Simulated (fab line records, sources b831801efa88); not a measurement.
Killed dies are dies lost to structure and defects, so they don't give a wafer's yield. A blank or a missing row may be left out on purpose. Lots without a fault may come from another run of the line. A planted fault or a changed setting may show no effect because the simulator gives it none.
fab line records | flow gf180mcu
record lots=5 wafers=15 last_day=32
route steps=602 shown V3@453 M4@456 V4@476
lots that met no fault: from a run of the same line without faults
start_h: hours from the record's first day to the start of the lot's first wafer shown | wait_h: hours since the lot's step before | " the same as in the row above | L1.1+2: a row that stands for several wafers | - no value, or no start given | * or withheld: withheld | < > ~ a bound
route shown NAME@n: a module of which the file shows steps, and the number in the route of the first | usual: mean/standard deviation of fault-free wafers | same: alike in all rows | chamber/n: place in a boat | sites: the reading at each site | _std_site: their standard deviation | _edge_site: outer sites' mean less inner sites' | radius_mm: how far each site lies from the wafer's centre | mask NAME#n: copy n | behind: the tool/chamber that last shaped the wafer | hold: why the lot was held/for how many hours/how that ended | device: the transistor (n, p or np) that didn't switch | end of line: the same wafers' tests at the end of the route | a step without rows: its recipe alone | killed: dies lost to structure and defects at the first sort, not the wafer's yield | map: a wafer's dies, x killed, . not, _ none there
set.NAME: the setting as run; set.NAME@STEP: as run at that earlier step | model.NAME: the simulator's own value behind a step, which no gauge read
lots at some steps of the route; a table a step, a row a wafer
services: from which hour (start_h, from the record's first day; less than 0 if before it) a tool's chamber was out of use, for how many hours, and why
## steps
# step GF_V3_RS_MEAS_24
# recipe thk_meas_gauge=four-point-probe reads=W_of_V3_CVD_23+TiN_of_V3_SPUTTER_22+Ti_of_V3_SPUTTER_21
# usual V3_W_RS=0.328/0.0037
# columns lot.wafer tool chamber start_h wait_h V3_W_RS[ohm/sq]
L080.1 film_metro-01 - 562.54 0.1 0.328
L080.5 " - " " 0.324
L080.6 " - " " 0.325
L083.1 film_metro-04 - 589.73 0.1 0.328
L083.5 " - " " 0.329
L083.6 " - " " 0.325
L084.3 film_metro-04 - 597.65 0.1 0.335
L084.5 " - " " 0.339
L084.6 " - " " 0.330
L085.1 film_metro-02 - 607.39 0.1 0.335
L085.3 " - " " 0.333
L085.5 " - " " 0.330
L087.1 film_metro-02 - 621.26 0.1 0.328
L087.4 " - " " 0.328
L087.5 " - " " 0.331
# step GF_V3_THK_MEAS_25
# recipe thk_meas_gauge=xrf reads=W_of_V3_CVD_23
# usual V3_W_THK=341/4.7
# columns lot.wafer tool chamber start_h wait_h V3_W_THK[nm]
L080.1 film_metro-01 - 562.66 0.1 338
L080.5 " - " " 341
L080.6 " - " " 339
L083.1 film_metro-04 - 589.85 0.1 343
L083.5 " - " " 342
L083.6 " - " " 347
L084.3 film_metro-04 - 597.75 0.1 337
L084.5 " - " " 332
L084.6 " - " " 341
L085.1 film_metro-02 - 607.51 0.1 331
L085.3 " - " " 335
L085.5 " - " " 337
L087.1 film_metro-02 - 621.38 0.1 339
L087.4 " - " " 341
L087.5 " - " " 335
# step GF_V3_CMP_26
# recipe stop_on=SiO2 down_force_psi=3.5 platen_rpm=60 t_overpolish_s=15 target_thk_nm=0 pad_velocity_m_s=0.94248
# usual motor_current_A=10.8/0.99 overpolish_run_s=14.998/0.0088 time_to_endpoint_s=86/3.3
# columns lot.wafer tool chamber start_h wait_h motor_current_A overpolish_run_s time_to_endpoint_s
L080.1 cmp-01 1 562.77 0.1 12.4 14.994 88
L080.6 " 0 " " 9.9 15.011 87
L080.5 " 1 " " 11.8 15.000 85
L083.1 cmp-02 3 590.01 0.1 9.7 14.991 82
L083.6 " 1 " " 9.9 14.999 83
L083.5 " 2 " " 10.3 14.999 79
L084.3 cmp-01 3 597.94 0.2 12.0 15.001 80
L084.6 " 0 " " 10.3 14.999 84
L084.5 " 1 " " 11.8 14.996 80
L085.3 cmp-01 3 607.57 0.0 11.4 14.988 88
L085.1 " 2 " " 12.2 14.995 90
L085.5 " 3 " " 11.4 14.998 87
L087.4 cmp-01 1 621.49 0.1 12.0 14.987 90
L087.1 " 2 " " 12.1 14.983 90
L087.5 " 1 " " 11.0 14.990 86
# step GF_M4_SPUTTER_00
# recipe material=Ti target_thk_nm=37.5 arriving_ion_energy_ev=80 substrate_temp_c=200 chamber_pressure_pa=2 power_w=4000 time_s=150
# usual chamber_pressure_pa=1.999/0.0036 throttle_valve_pct=30.1/1.1
# columns lot.wafer tool chamber start_h wait_h chamber_pressure_pa throttle_valve_pct
L080.1 pvd_sputter-04 - 563.02 0.2 2.000 30.7
L080.5 " - " " 2.001 29.1
L080.6 " - " " 1.999 30.8
L083.1 pvd_sputter-04 - 590.21 0.1 1.994 29.2
L083.5 " - " " 2.002 28.7
L083.6 " - " " 2.001 31.0
L084.3 pvd_sputter-03 - 598.09 0.1 1.998 30.2
L084.5 " - " " 1.996 30.4
L084.6 " - " " 1.998 29.6
L085.1 pvd_sputter-03 - 607.87 0.1 1.998 29.6
L085.3 " - " " 2.004 29.9
L085.5 " - " " 2.004 30.7
L087.1 pvd_sputter-04 - 621.74 0.1 1.998 29.9
L087.4 " - " " 1.994 28.8
L087.5 " - " " 2.000 30.7
# step GF_M4_SPUTTER_01
# recipe material=TiN target_thk_nm=30 power_w=6500 time_s=25 chamber_pressure_pa=0.4
# usual chamber_pressure_pa=0.3999/0.00085 throttle_valve_pct=30.1/1.1
# columns lot.wafer tool chamber start_h wait_h chamber_pressure_pa throttle_valve_pct
L080.1 pvd_sputter-04 - 563.12 0.1 0.4006 30.6
L080.5 " - " " 0.3993 28.9
L080.6 " - " " 0.4002 31.1
L083.1 pvd_sputter-04 - 590.31 0.1 0.3996 29.0
L083.5 " - " " 0.4000 28.8
L083.6 " - " " 0.4006 31.0
L084.3 pvd_sputter-03 - 598.19 0.1 0.4000 30.2
L084.5 " - " " 0.3996 30.6
L084.6 " - " " 0.3986 29.6
L085.1 pvd_sputter-03 - 607.97 0.1 0.3994 29.5
L085.3 " - " " 0.4012 29.9
L085.5 " - " " 0.4006 30.8
L087.1 pvd_sputter-04 - 621.84 0.1 0.4003 29.9
L087.4 " - " " 0.4002 29.0
L087.5 " - " " 0.4004 30.9
# step GF_M4_SPUTTER_02
# recipe material=AlCu target_thk_nm=450 power_w=10600 time_s=23.9 chamber_pressure_pa=0.4
# usual chamber_pressure_pa=0.4000/0.00085 throttle_valve_pct=30.1/1.1
# columns lot.wafer tool chamber start_h wait_h chamber_pressure_pa throttle_valve_pct
L080.1 pvd_sputter-04 - 563.15 0.0 0.3992 30.9
L080.5 " - " " 0.4010 29.1
L080.6 " - " " 0.3988 31.3
L083.1 pvd_sputter-04 - 590.34 0.0 0.4004 29.2
L083.5 " - " " 0.3995 29.1
L083.6 " - " " 0.4014 30.8
L084.3 pvd_sputter-03 - 598.22 0.0 0.4016 30.0
L084.5 " - " " 0.4002 30.8
L084.6 " - " " 0.3991 29.6
L085.1 pvd_sputter-03 - 608.00 0.0 0.4005 29.8
L085.3 " - " " 0.4008 30.1
L085.5 " - " " 0.3986 30.6
L087.1 pvd_sputter-04 - 621.87 0.0 0.3987 30.0
L087.4 " - " " 0.3985 28.7
L087.5 " - " " 0.4010 30.9
# step GF_M4_SPUTTER_03
# recipe material=Ti target_thk_nm=10 substrate_temp_c=300 chamber_pressure_pa=0.3 power_w=3000 time_s=6.7
# usual chamber_pressure_pa=0.3001/0.00062 throttle_valve_pct=30.1/1.1
# columns lot.wafer tool chamber start_h wait_h chamber_pressure_pa throttle_valve_pct
L080.1 pvd_sputter-04 - 563.18 0.0 0.2999 30.9
L080.5 " - " " 0.3001 28.7
L080.6 " - " " 0.3005 30.9
L083.1 pvd_sputter-04 - 590.37 0.0 0.2996 28.9
L083.5 " - " " 0.2999 28.8
L083.6 " - " " 0.3006 31.0
L084.3 pvd_sputter-03 - 598.25 0.0 0.3008 30.2
L084.5 " - " " 0.3001 30.8
L084.6 " - " " 0.3012 29.6
L085.1 pvd_sputter-03 - 608.03 0.0 0.2994 29.6
L085.3 " - " " 0.2997 30.2
L085.5 " - " " 0.3000 30.5
L087.1 pvd_sputter-04 - 621.90 0.0 0.2999 29.9
L087.4 " - " " 0.3003 28.8
L087.5 " - " " 0.2998 31.2
# step GF_M4_SPUTTER_04
# recipe material=TiN target_thk_nm=50 power_w=6500 time_s=41.7 chamber_pressure_pa=0.4
# usual chamber_pressure_pa=0.4000/0.00069 throttle_valve_pct=30.1/1.1
# columns lot.wafer tool chamber start_h wait_h chamber_pressure_pa throttle_valve_pct
L080.1 pvd_sputter-04 - 563.20 0.0 0.4001 31.0
L080.5 " - " " 0.3998 28.6
L080.6 " - " " 0.4004 30.9
L083.1 pvd_sputter-04 - 590.39 0.0 0.3997 29.1
L083.5 " - " " 0.3998 28.9
L083.6 " - " " 0.4001 30.9
L084.3 pvd_sputter-03 - 598.27 0.0 0.3991 30.3
L084.5 " - " " 0.4005 30.7
L084.6 " - " " 0.4014 29.7
L085.1 pvd_sputter-03 - 608.05 0.0 0.4000 29.5
L085.3 " - " " 0.4014 30.1
L085.5 " - " " 0.3999 30.6
L087.1 pvd_sputter-04 - 621.92 0.0 0.3999 29.9
L087.4 " - " " 0.3998 29.2
L087.5 " - " " 0.3998 30.5
# step GF_M4_RS_MEAS_05
# recipe thk_meas_gauge=four-point-probe reads=TiN_of_M4_SPUTTER_04+Ti_of_M4_SPUTTER_03+AlCu_of_M4_SPUTTER_02+TiN_of_M4_SPUTTER_01+Ti_of_M4_SPUTTER_00
# usual M4_ALCU_RS=0.0698/0.0007
# columns lot.wafer tool chamber start_h wait_h M4_ALCU_RS[ohm/sq]
L080.1 film_metro-04 - 563.24 0.0 0.0698
L080.5 " - " " 0.0704
L080.6 " - " " 0.0702
L083.1 film_metro-03 - 590.43 0.0 0.0694
L083.5 " - " " 0.0693
L083.6 " - " " 0.0690
L084.3 film_metro-04 - 598.35 0.1 0.0700
L084.5 " - " " 0.0698
L084.6 " - " " 0.0703
L085.1 film_metro-02 - 608.09 0.0 0.0694
L085.3 " - " " 0.0698
L085.5 " - " " 0.0695
L087.1 film_metro-04 - 621.96 0.0 0.0694
L087.4 " - " " 0.0699
L087.5 " - " " 0.0694
# step GF_M4_THK_MEAS_06
# recipe thk_meas_gauge=xrf reads=AlCu_of_M4_SPUTTER_02
# usual M4_ALCU_THK=447/5.3
# columns lot.wafer tool chamber start_h wait_h M4_ALCU_THK[nm]
L080.1 film_metro-04 - 563.36 0.1 447
L080.5 " - " " 444
L080.6 " - " " 447
L083.1 film_metro-03 - 590.55 0.1 453
L083.5 " - " " 451
L083.6 " - " " 457
L084.3 film_metro-04 - 598.45 0.1 451
L084.5 " - " " 449
L084.6 " - " " 449
L085.1 film_metro-02 - 608.21 0.1 451
L085.3 " - " " 447
L085.5 " - " " 447
L087.1 film_metro-04 - 622.08 0.1 449
L087.4 " - " " 443
L087.5 " - " " 448
# step GF_M4_DEHYDRATE_07
# recipe temp_c=200 time_s=60
# columns lot.wafer tool chamber start_h wait_h
L080.1+5+6 litho_track-04 0 573.28 9.9
L083.1+5+6 litho_track-02 0 600.56 10.0
L084.3+5+6 litho_track-03 0 608.26 9.8
L085.1+3+5 litho_track-03 0 617.81 9.6
L087.1+4+5 litho_track-03 0 631.71 9.6
# step GF_M4_HMDS_08
# recipe prime_time_s=60 prime_temp_c=120
# columns lot.wafer tool chamber start_h wait_h
L080.1+5+6 litho_track-04 0 573.43 0.1
L083.1+5+6 litho_track-02 0 600.71 0.1
L084.3+5+6 litho_track-03 0 608.41 0.1
L085.1+3+5 litho_track-03 0 617.96 0.1
L087.1+4+5 litho_track-03 0 631.86 0.1
# step GF_M4_COAT_09
# recipe resist=KrF spin_rpm=withheld resist_thk_nm=1000
# columns lot.wafer tool chamber start_h wait_h
L080.1+5+6 litho_track-04 0 573.58 0.1
L083.1+5+6 litho_track-02 0 600.86 0.1
L084.3+5+6 litho_track-03 0 608.56 0.1
L085.1+3+5 litho_track-03 0 618.11 0.1
L087.1+4+5 litho_track-03 0 632.01 0.1
# step GF_M4_SOFTBAKE_10
# recipe temp_c=130 time_s=60 resist=KrF
# columns lot.wafer tool chamber start_h wait_h
L080.1+5+6 litho_track-04 0 573.73 0.1
L083.1+5+6 litho_track-02 0 601.01 0.1
L084.3+5+6 litho_track-03 0 608.71 0.1
L085.1+3+5 litho_track-03 0 618.26 0.1
L087.1+4+5 litho_track-03 0 632.16 0.1
# step GF_M4_EXPOSE_11
# recipe mask_id=Metal4 target_cd_nm=280 na=0.68 source_shape=conventional sigma_outer=0.6 dose_mj=28
# columns lot.wafer tool chamber start_h wait_h mask
L080.1+5+6 krf_scanner-02 0 - - Metal4#0
L083.1+5+6 krf_scanner-02 0 - - Metal4#0
L084.3+5+6 krf_scanner-01 0 - - Metal4#0
L085.1+3+5 krf_scanner-01 0 - - Metal4#0
L087.1+4+5 krf_scanner-02 0 - - Metal4#0
# step GF_M4_PEB_12
# recipe peb_temp_c=135 peb_time_s=90 resist=KrF
# columns lot.wafer tool chamber start_h wait_h
L080.1+5+6 litho_track-02 0 - -
L083.1+5+6 litho_track-04 0 - -
L084.3+5+6 litho_track-03 0 - -
L085.1+3+5 litho_track-04 0 - -
L087.1+4+5 litho_track-03 0 - -
# step GF_M4_DEVELOP_13
# recipe develop_time_s=60 dev_temp_c=21
# columns lot.wafer tool chamber start_h wait_h
L080.1+5+6 litho_track-02 0 584.16 0.2
L083.1+5+6 litho_track-04 0 610.67 0.2
L084.3+5+6 litho_track-03 0 619.01 0.1
L085.1+3+5 litho_track-04 0 628.47 0.2
L087.1+4+5 litho_track-03 0 642.10 0.2
# step GF_M4_CD_MEAS_14
# recipe target_cd_nm=280
# usual cd_nm=279.3/1.1
# columns lot.wafer tool chamber start_h wait_h cd_nm
L080.1 cd_sem-02 - 584.31 0.1 280.1
L080.5 " - " " 280.0
L080.6 " - " " 280.3
L083.1 cd_sem-02 - 610.82 0.1 279.1
L083.5 " - " " 277.6
L083.6 " - " " 278.3
L084.3 cd_sem-02 - 619.15 0.1 280.7
L084.5 " - " " 280.3
L084.6 " - " " 279.8
L085.1 cd_sem-01 - 628.66 0.2 281.3
L085.3 " - " " 281.2
L085.5 " - " " 280.5
L087.1 cd_sem-02 - 642.25 0.1 279.4
L087.4 " - " " 278.9
L087.5 " - " " 279.7
# step GF_M4_OVL_MEAS_15
# usual M4_OVL=1/5.3
# columns lot.wafer tool chamber start_h wait_h M4_OVL[nm]
L080.1 overlay-02 - 584.43 0.1 1
L080.5 " - " " -9
L080.6 " - " " 1
L083.1 overlay-01 - 610.94 0.1 11
L083.5 " - " " 8
L083.6 " - " " 2
L084.3 overlay-01 - 619.24 0.1 14
L084.5 " - " " 16
L084.6 " - " " 11
L085.1 overlay-02 - 628.78 0.1 3
L085.3 " - " " -1
L085.5 " - " " -4
L087.1 overlay-02 - 642.37 0.1 9
L087.4 " - " " 4
L087.5 " - " " 9
# step GF_M4_METAL_ETCH_16
# recipe chemistry=Cl2/BCl3 mask_material=KrF target_depth_nm=750.8 stop_on=SiO2 pressure_mtorr=8 icp_w=800 bias_w=140 Cl2_flow_sccm=80 bcl3_flow_sccm=40 time_s=125.1
# usual drypump_motor_current_A=5.9/0.46 oes_product_au=0.987/0.0064 throttle_valve_pct=28.233/0.011
# columns lot.wafer tool chamber start_h wait_h drypump_motor_current_A oes_product_au rf_hours_counter_h throttle_valve_pct
L080.1 rie_metal-02 1 584.47 0.0 5.2 0.988 4 28.233
L080.5 " 0 " " 6.7 0.987 - 28.230
L080.6 " 1 " " 5.2 0.980 - 28.246
L083.1 rie_metal-02 0 610.98 0.0 6.7 1.000 10 28.217
L083.5 " 1 " " 5.2 0.986 - 28.222
L083.6 " 0 " " 6.7 0.991 - 28.230
L084.3 rie_metal-04 0 619.35 0.1 5.4 0.977 - 28.255
L084.5 " 0 " " 5.4 0.985 - 28.238
L084.6 " 0 " " 5.4 0.981 - 28.238
L085.1 rie_metal-03 0 628.82 0.0 6.0 0.994 1 28.243
L085.3 " 0 " " 6.0 0.990 - 28.228
L085.5 " 1 " " 6.1 0.999 - 28.224
L087.1 rie_metal-03 0 642.41 0.0 6.0 0.993 1 28.234
L087.4 " 1 " " 6.1 0.988 - 28.259
L087.5 " 0 " " 6.0 0.992 - 28.235
# step GF_M4_STRIP_17
# recipe chemistry=O2/N2 power_w=1400 pressure_mtorr=1500 platen_temp_c=250 o2_flow_sccm=3000 n2_flow_sccm=300 overash_fraction=0.5
# usual drypump_motor_current_A=5.4/0.56 heater_power_w=337/49 oes_product_au=0.538/0.0048 strip_time_to_endpoint_s=7.39/0.047
# columns lot.wafer tool chamber start_h wait_h drypump_motor_current_A heater_power_w oes_product_au rf_hours_counter_h strip_time_to_endpoint_s
L080.1 plasma_asher-03 0 584.59 0.1 5.0 336 0.539 17 7.45
L080.5 " 1 " " 5.0 348 0.545 - 7.40
L080.6 " 0 " " 5.0 329 0.542 - 7.49
L083.1 plasma_asher-03 1 611.11 0.1 4.9 352 0.535 19 7.25
L083.5 " 1 " " 4.9 342 0.532 - 7.30
L083.6 " 0 " " 5.0 325 0.531 - 7.30
L084.3 plasma_asher-01 1 619.55 0.2 5.7 280 0.540 - 7.48
L084.5 " 1 " " 5.7 279 0.541 - 7.46
L084.6 " 0 " " 5.7 443 0.541 - 7.43
L085.1 plasma_asher-03 1 628.94 0.1 4.9 348 0.540 21 7.33
L085.3 " 0 " " 5.0 335 0.529 - 7.33
L085.5 " 0 " " 5.0 332 0.534 - 7.33
L087.1 plasma_asher-03 0 642.54 0.1 5.0 328 0.537 23 7.37
L087.4 " 0 " " 5.0 325 0.538 - 7.40
L087.5 " 0 " " 5.0 331 0.542 - 7.40
# step GF_M4_STRIP_18
# recipe chemistry=post_etch_residue_remover time_s=1200 temp_c=72.5
# columns lot.wafer tool chamber start_h wait_h
L080.1+5+6 wet_bench-02 0 584.69 0.1
L083.1+5+6 wet_bench-01 3 611.21 0.1
L084.3+5+6 wet_bench-02 1 619.62 0.0
L085.1+3+5 wet_bench-01 1 629.04 0.1
L087.1+4+5 wet_bench-03 1 642.64 0.1
# step GF_M4_CLEAN_19
# recipe chemistry=DIW dry=n2_spin
# columns lot.wafer tool chamber start_h wait_h
L080.1+5+6 wet_bench-03 2 585.07 0.0
L083.1+5+6 wet_bench-02 1 611.55 0.0
L084.3+5+6 wet_bench-03 1 619.99 0.0
L085.1+3+5 wet_bench-01 3 629.42 0.0
L087.1+4+5 wet_bench-02 0 643.01 0.0
# step GF_V4_CVD_00
# recipe material=SiO2 target_thk_nm=600 sigma_open_frac=0.3 temp_c=400 time_s=100 sih4_flow_sccm=60 pressure_mtorr=6
# columns lot.wafer tool chamber start_h wait_h
L080.1+5+6 hdpcvd-02 1,2,0 585.17 0.0
L083.1+5+6 hdpcvd-02 2,0,2 611.64 0.0
L084.3+5+6 hdpcvd-02 0,1,2 620.09 0.0
L085.1+3+5 hdpcvd-02 0,2,1 629.52 0.0
L087.1+4+5 hdpcvd-02 0,0,2 643.10 0.0
# step GF_V4_THK_MEAS_01
# recipe reads=SiO2_of_V4_CVD_00
# usual V4_CVD_00_THK=602/6.1
# columns lot.wafer tool chamber start_h wait_h V4_CVD_00_THK[nm]
L080.1 film_metro-02 - 585.24 0.0 598
L080.5 " - " " 601
L080.6 " - " " 609
L083.1 film_metro-03 - 611.72 0.0 606
L083.5 " - " " 613
L083.6 " - " " 607
L084.3 film_metro-03 - 620.18 0.1 604
L084.5 " - " " 605
L084.6 " - " " 605
L085.1 film_metro-03 - 629.63 0.1 601
L085.3 " - " " 609
L085.5 " - " " 611
L087.1 film_metro-02 - 643.18 0.0 604
L087.4 " - " " 603
L087.5 " - " " 603
# step GF_V4_CVD_02
# recipe material=SiO2 target_thk_nm=850 precursor=TEOS temp_c=400 time_s=94.851 rf_w=600
# usual heater_power_w=690/100
# columns lot.wafer tool chamber start_h wait_h heater_power_w
L080.1 pecvd-02 0 585.30 0.1 653
L080.5 " 0 " " 755
L080.6 " 2 " " 670
L083.1 pecvd-04 2 611.78 0.1 760
L083.5 " 1 " " 725
L083.6 " 0 " " 873
L084.3 pecvd-04 0 620.22 0.0 750
L084.5 " 1 " " 782
L084.6 " 0 " " 823
L085.1 pecvd-04 0 629.69 0.1 799
L085.3 " 2 " " 758
L085.5 " 0 " " 845
L087.1 pecvd-04 1 643.24 0.1 761
L087.4 " 1 " " 756
L087.5 " 2 " " 712
# step GF_V4_THK_MEAS_03
# recipe reads=SiO2_of_V4_CVD_02
# usual V4_CVD_02_THK=849/9.8
# columns lot.wafer tool chamber start_h wait_h V4_CVD_02_THK[nm]
L080.1 film_metro-01 - 585.40 0.1 843
L080.5 " - " " 860
L080.6 " - " " 857
L083.1 film_metro-02 - 611.84 0.0 842
L083.5 " - " " 859
L083.6 " - " " 854
L084.3 film_metro-02 - 620.31 0.1 839
L084.5 " - " " 859
L084.6 " - " " 854
L085.1 film_metro-02 - 629.76 0.0 849
L085.3 " - " " 849
L085.5 " - " " 865
L087.1 film_metro-02 - 643.31 0.0 835
L087.4 " - " " 860
L087.5 " - " " 853
# step GF_V4_CMP_04
# recipe material=SiO2 down_force_psi=4 platen_rpm=60 pad_velocity_m_s=0.94248
# usual motor_current_A=11.4/0.99 time_to_endpoint_s=80/5.4
# columns lot.wafer tool chamber start_h wait_h motor_current_A time_to_endpoint_s
L080.1 cmp-02 1 585.56 0.1 10.7 73
L080.5 " 3 " " 10.6 80
L080.6 " 0 " " 9.9 78
L083.1 cmp-01 0 612.00 0.1 10.6 83
L083.6 " 2 " " 13.6 90
L083.5 " 3 " " 12.5 89
L084.3 cmp-02 2 620.35 0.0 11.4 71
L084.6 " 2 " " 11.5 77
L084.5 " 3 " " 10.8 82
L085.3 cmp-01 1 629.82 0.0 12.3 79
L085.1 " 2 " " 12.7 85
L085.5 " 2 " " 13.1 92
L087.1 cmp-02 2 643.37 0.1 11.4 70
L087.4 " 3 " " 10.5 77
L087.5 " 2 " " 11.5 72
# step GF_V4_BOW_MEAS_05
# recipe mode=bow
# usual V4_BOW=135/8
# columns lot.wafer tool chamber start_h wait_h V4_BOW[um]
L080.1 film_metro-02 - 585.76 0.1 132
L080.5 " - " " 130
L080.6 " - " " 129
L083.1 film_metro-03 - 612.20 0.1 142
L083.5 " - " " 140
L083.6 " - " " 150
L084.3 film_metro-02 - 620.69 0.3 147
L084.5 " - " " 137
L084.6 " - " " 139
L085.1 film_metro-01 - 630.12 0.2 141
L085.3 " - " " 135
L085.5 " - " " 147
L087.1 film_metro-02 - 643.67 0.2 129
L087.4 " - " " 141
L087.5 " - " " 137
# step GF_V4_DEHYDRATE_06
# recipe temp_c=200 time_s=60
# columns lot.wafer tool chamber start_h wait_h
L080.1+5+6 litho_track-02 0 596.36 10.6
L083.1+5+6 litho_track-04 0 622.32 10.1
L084.3+5+6 litho_track-04 0 630.37 9.7
L085.1+3+5 litho_track-01 0 639.39 9.3
L087.1+4+5 litho_track-01 0 653.09 9.4
# step GF_V4_HMDS_07
# recipe prime_time_s=60 prime_temp_c=120
# columns lot.wafer tool chamber start_h wait_h
L080.1+5+6 litho_track-02 0 596.51 0.1
L083.1+5+6 litho_track-04 0 622.47 0.1
L084.3+5+6 litho_track-04 0 630.52 0.1
L085.1+3+5 litho_track-01 0 639.54 0.1
L087.1+4+5 litho_track-01 0 653.24 0.1
# step GF_V4_COAT_08
# recipe resist=BARC temp_c=withheld time_s=withheld spin_rpm=withheld resist_thk_nm=withheld
# columns lot.wafer tool chamber start_h wait_h
L080.1+5+6 litho_track-02 0 596.66 0.1
L083.1+5+6 litho_track-04 0 622.62 0.1
L084.3+5+6 litho_track-04 0 630.67 0.1
L085.1+3+5 litho_track-01 0 639.69 0.1
L087.1+4+5 litho_track-01 0 653.39 0.1
# step GF_V4_COAT_09
# recipe resist=KrF spin_rpm=withheld resist_thk_nm=1000
# columns lot.wafer tool chamber start_h wait_h
L080.1+5+6 litho_track-02 0 - -
L083.1+5+6 litho_track-04 0 - -
L084.3+5+6 litho_track-04 0 - -
L085.1+3+5 litho_track-01 0 - -
L087.1+4+5 litho_track-01 0 - -
# step GF_V4_SOFTBAKE_10
# recipe temp_c=130 time_s=60 resist=KrF
# columns lot.wafer tool chamber start_h wait_h
L080.1+5+6 litho_track-02 0 - -
L083.1+5+6 litho_track-04 0 - -
L084.3+5+6 litho_track-04 0 - -
L085.1+3+5 litho_track-01 0 - -
L087.1+4+5 litho_track-01 0 - -
# step GF_V4_EXPOSE_11
# recipe mask_id=Via4 target_cd_nm=260 na=0.68 source_shape=conventional sigma_outer=0.6 dose_mj=38
# columns lot.wafer tool chamber start_h wait_h mask
L080.1+5+6 krf_scanner-02 0 - - Via4#0
L083.1+5+6 krf_scanner-02 0 - - Via4#0
L084.3+5+6 krf_scanner-02 0 - - Via4#0
L085.1+3+5 krf_scanner-01 0 - - Via4#0
L087.1+4+5 krf_scanner-01 0 - - Via4#0
# step GF_V4_PEB_12
# recipe peb_temp_c=135 peb_time_s=90 resist=KrF
# columns lot.wafer tool chamber start_h wait_h
L080.1+5+6 litho_track-04 0 - -
L083.1+5+6 litho_track-04 0 - -
L084.3+5+6 litho_track-04 0 - -
L085.1+3+5 litho_track-04 0 - -
L087.1+4+5 litho_track-01 0 - -
# step GF_V4_DEVELOP_13
# recipe develop_time_s=60 resist=KrF dev_temp_c=21
# columns lot.wafer tool chamber start_h wait_h
L080.1+5+6 litho_track-04 0 607.17 0.2
L083.1+5+6 litho_track-04 0 633.12 0.2
L084.3+5+6 litho_track-04 0 641.02 0.1
L085.1+3+5 litho_track-04 0 650.02 0.2
L087.1+4+5 litho_track-01 0 663.54 0.2
# step GF_V4_CD_MEAS_14
# recipe target_cd_nm=260
# usual cd_nm=260.7/1.3
# columns lot.wafer tool chamber start_h wait_h cd_nm
L080.1 cd_sem-01 - 607.32 0.1 259.1
L080.5 " - " " 259.6
L080.6 " - " " 260.0
L083.1 cd_sem-01 - 633.38 0.2 261.6
L083.5 " - " " 260.1
L083.6 " - " " 261.0
L084.3 cd_sem-02 - 641.16 0.1 261.5
L084.5 " - " " 261.3
L084.6 " - " " 263.2
L085.1 cd_sem-01 - 650.17 0.1 262.6
L085.3 " - " " 263.1
L085.5 " - " " 262.6
L087.1 cd_sem-02 - 663.69 0.1 262.4
L087.4 " - " " 263.5
L087.5 " - " " 262.3
# step GF_V4_OVL_MEAS_15
# usual V4_OVL=-2/4.8
# columns lot.wafer tool chamber start_h wait_h V4_OVL[nm]
L080.1 overlay-02 - 607.44 0.1 3
L080.5 " - " " 7
L080.6 " - " " -5
L083.1 overlay-02 - 633.50 0.1 -1
L083.5 " - " " 7
L083.6 " - " " 0
L084.3 overlay-01 - 641.26 0.1 -6
L084.5 " - " " -1
L084.6 " - " " 4
L085.1 overlay-02 - 650.29 0.1 3
L085.3 " - " " 3
L085.5 " - " " 1
L087.1 overlay-02 - 663.81 0.1 3
L087.4 " - " " -7
L087.5 " - " " 5
# step GF_V4_ETCH_16
# recipe chemistry=N2/H2 target_depth_a=withheld overetch_a=withheld time_s=withheld target=BARC ion_energy_ev=200 source_w=500 bias_w=100 pressure_mtorr=30 n2_flow_sccm=100 h2_flow_sccm=200
# usual drypump_motor_current_A=5.8/0.61 oes_product_au=0.855/0.0044 throttle_valve_pct=13.225/0.009
# columns lot.wafer tool chamber start_h wait_h drypump_motor_current_A oes_product_au throttle_valve_pct
L080.1 rie_diel-02 2 607.48 0.0 6.8 0.857 13.212
L080.5 " 0 " " 5.4 0.857 13.230
L080.6 " 3 " " 5.3 0.853 13.222
L083.1 rie_diel-02 1 633.53 0.0 5.0 0.857 13.231
L083.5 " 3 " " 5.2 0.854 13.235
L083.6 " 2 " " 6.8 0.850 13.213
L084.3 rie_diel-01 0 641.28 0.0 6.3 0.853 13.229
L084.5 " 1 " " 5.2 0.854 13.230
L084.6 " 2 " " 5.7 0.853 13.223
L085.1 rie_diel-02 3 650.33 0.0 5.2 0.862 13.223
L085.3 " 0 " " 5.4 0.855 13.219
L085.5 " 3 " " 5.2 0.856 13.233
L087.1 rie_diel-02 2 663.85 0.0 6.8 0.856 13.226
L087.4 " 3 " " 5.3 0.845 13.222
L087.5 " 0 " " 5.4 0.852 13.218
# step GF_V4_ETCH_17
# recipe chemistry=C4F8/O2/Ar mask_material=KrF target=SiO2 stop_on=TiN source_w=1500 bias_w=1200 pressure_mtorr=40 c4f8_flow_sccm=withheld O2_flow_sccm=6 Ar_flow_sccm=300 time_s=withheld target_depth_a=6300
# usual oes_product_au=0.856/0.005
# columns lot.wafer tool chamber start_h wait_h oes_product_au
L080.1 rie_diel-02 2 - - 0.857
L080.5 " 0 " " 0.852
L080.6 " 3 " " 0.853
L083.1 rie_diel-02 1 - - 0.852
L083.5 " 3 " " 0.858
L083.6 " 2 " " 0.864
L084.3 rie_diel-01 0 - - 0.854
L084.5 " 1 " " 0.853
L084.6 " 2 " " 0.856
L085.1 rie_diel-02 3 - - 0.858
L085.3 " 0 " " 0.849
L085.5 " 3 " " 0.859
L087.1 rie_diel-02 2 - - 0.858
L087.4 " 3 " " 0.854
L087.5 " 0 " " 0.858
## services
# columns tool chamber start_h hours kind
pecvd-04 0 541.84 3.3 repair
krf_scanner-01 - 543.02 1.3 pm
krf_scanner-01 - 548.28 3.6 pm
cmp-02 - 550.40 6.2 repair
wet_bench-03 - 550.46 1.6 repair
wet_bench-01 - 563.99 6.5 repair
pvd_sputter-04 - 565.47 3.3 repair
krf_scanner-01 - 575.67 1.0 pm
cmp-02 - 576.00 4.0 pm
wet_bench-01 - 577.68 3.6 repair
hdpcvd-02 1 586.53 6.6 repair
pecvd-04 - 591.12 14.0 pm
krf_scanner-02 - 608.16 1.0 pm
rie_diel-02 - 612.42 1.5 repair
rie_diel-02 3 620.70 4.5 repair
krf_scanner-01 - 627.45 0.8 pm
cmp-02 - 644.31 5.6 repair
krf_scanner-02 - 645.26 4.0 pm
krf_scanner-02 - 649.28 0.8 pm
cmp-01 - 649.96 7.0 pm
wet_bench-03 - 650.05 0.5 repair
cmp-01 - 654.46 4.0 repair
pvd_sputter-04 - 655.53 2.1 repair
cmp-02 - 658.63 4.6 pm
## key
fault none
